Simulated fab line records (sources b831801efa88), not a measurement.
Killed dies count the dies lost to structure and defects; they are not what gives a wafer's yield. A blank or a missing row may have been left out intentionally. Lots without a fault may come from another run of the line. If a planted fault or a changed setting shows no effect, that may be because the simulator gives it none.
Struck lot and sound lot, side by side    flow sky130    16 steps out of a route of 708
Sound: the wafers L350.2, L350.4, L350.5. Struck: wafers L359.3, L359.4, L359.5. The cause comes at the end.
Each step with rows lists, per side, the tool, then ch with its chambers, then its first start. Under that, the readings that differ: sound wafers    struck wafers    difference of the means    sigmas: that difference in standard deviations of wafers without a fault.
alike: readings with means less than 2 such deviations apart, plus words and numbers identical on both sides. not compared: withheld readings, readings lacking a value on some wafer, bounds such as >300 that could conceal the same value, and numbers that have no deviation in the record and whose values overlap.
The two part at a step that has a row with sigmas, a row that says differs or no value, or rows on one side only. When numbers do not overlap yet have no deviation, they are printed without sigmas and do not part them. A reading that every wafer of one side lacks parts them only if that side has two wafers or more.

first, 3 steps without rows for these wafers: SKY_METAL2_EXPOSE_12 (exposes mask MM2, target cd 140 nm); SKY_METAL2_PEB_13; SKY_METAL2_DEVELOP_14 (develop time 60 s).
SKY_METAL2_CD_MEAS_15: target cd 140 nm.
  sound on cdSem-01 at day 39 06:14; struck on cdSem-01 at day 41 03:28
  alike: cdNm
SKY_METAL2_OVL_MEAS_16:
  sound on overlay-02 at day 39 06:21; struck on overlay-02 at day 41 03:33
reading          sound      struck  difference  sigmas
METAL2_OVL (nm)  -10 -3 -3  5 7 7   +12         +2
SKY_METAL2_DESCUM_17: chemistry O2, time 8 s.
  sound on rieMetal-03 ch 0,1, day 39 06:23; struck on rieMetal-03 ch 0, day 41 03:36
  alike: drypumpMotorCurrentA, oesProductAu
  not compared: rfHoursCounterH
SKY_METAL2_ETCH_18: etches BARC in N2/H2, stops on SiO2, time 45.9 s, target depth 60 nm.
  sound on rieMetal-03 ch 0,1, day 39 06:25; struck on rieMetal-03 ch 0, day 41 03:41
  alike: drypumpMotorCurrentA, oesProductAu, throttleValvePct
  not compared: rfHoursCounterH
SKY_METAL2_METAL_ETCH_19: etches the open film in Cl2/BCl3, stops on SiO2, target depth 360 nm, time 78 s.
  sound on rieMetal-03 ch 0,1, day 39 06:28; struck on rieMetal-03 ch 0, day 41 03:50
  alike: drypumpMotorCurrentA, oesProductAu, throttleValvePct
  not compared: rfHoursCounterH
SKY_METAL2_STRIP_20: strips in O2/N2.
  sound on plasmaAsher-01 ch 0,1, day 39 06:34; struck on plasmaAsher-02 ch 0,1, day 41 03:59
reading                   sound           struck          difference  sigmas
stripTimeToEndpointS (s)  2.79 2.64 2.59  2.86 2.86 2.86  +0.19       +2
  alike: drypumpMotorCurrentA, oesProductAu
  not compared: rfHoursCounterH
then, 3 steps without rows for these wafers: SKY_METAL2_STRIP_21 (strips in post etch residue remover, time 1200 s); SKY_METAL2_CLEAN_22 (cleans in IPA, time 180 s); SKY_METAL2_CLEAN_23 (cleans in O3/DIW).
SKY_VIA2_HDPCVD_00: deposits SiO2, target thk 1180 nm, time 196.7 s.
  sound on hdpcvd-01 ch 0,1,2, day 39 07:14; struck on hdpcvd-02 ch 0,1, day 41 04:35
reading                                  sound              struck             difference  sigmas
sih4FlowSccm (sccm)                      60.23 60.06 59.87  48.03 48.19 47.86  -12.03      -67
model.SiO2_of_VIA2_HDPCVD_00.thkNm (nm)  1162 1202 1181     967.5 932.4 951.1  -231.3      
  alike: pressureMtorr
SKY_VIA2_THK_MEAS_01:
  sound on filmMetro-04 at day 39 07:23; struck on filmMetro-04 at day 41 04:57
reading               sound           struck       difference  sigmas
VIA2_HDPCVD_THK (nm)  1162 1201 1180  967 933 952  -230        -13
  not compared: hold
SKY_VIA2_CMP_02: polishes SiO2.
  sound on cmp-02 ch 2,3, day 39 07:28; struck on cmp-01 ch 0,2, day 41 07:28
reading            sound           struck                                                                   difference                    sigmas
hold               - - -           awaitDispo/2.5h/release awaitDispo/2.5h/release awaitDispo/2.5h/release  no value on the sound wafers  
motorCurrentA (A)  11.7 10.8 11.7  13.4 13.2 14.0                                                           +2.1                          +2
-- the record jumps here: 9 days lie between the struck wafers' starts before and after (it left off in module VIA2 and takes up again in module PAD_OPEN, whose first step shown is number 708 of the route) --
SKY_PAD_OPEN_PROBE_99:
  rows exist in the record for the struck wafers here (prober-01, day 50 12:53), but not for the sound ones

WHERE THEY PART
Last at SKY_PAD_OPEN_PROBE_99 as far as this record goes, first at SKY_METAL2_OVL_MEAS_16.

WHY: whatever the simulator had introduced
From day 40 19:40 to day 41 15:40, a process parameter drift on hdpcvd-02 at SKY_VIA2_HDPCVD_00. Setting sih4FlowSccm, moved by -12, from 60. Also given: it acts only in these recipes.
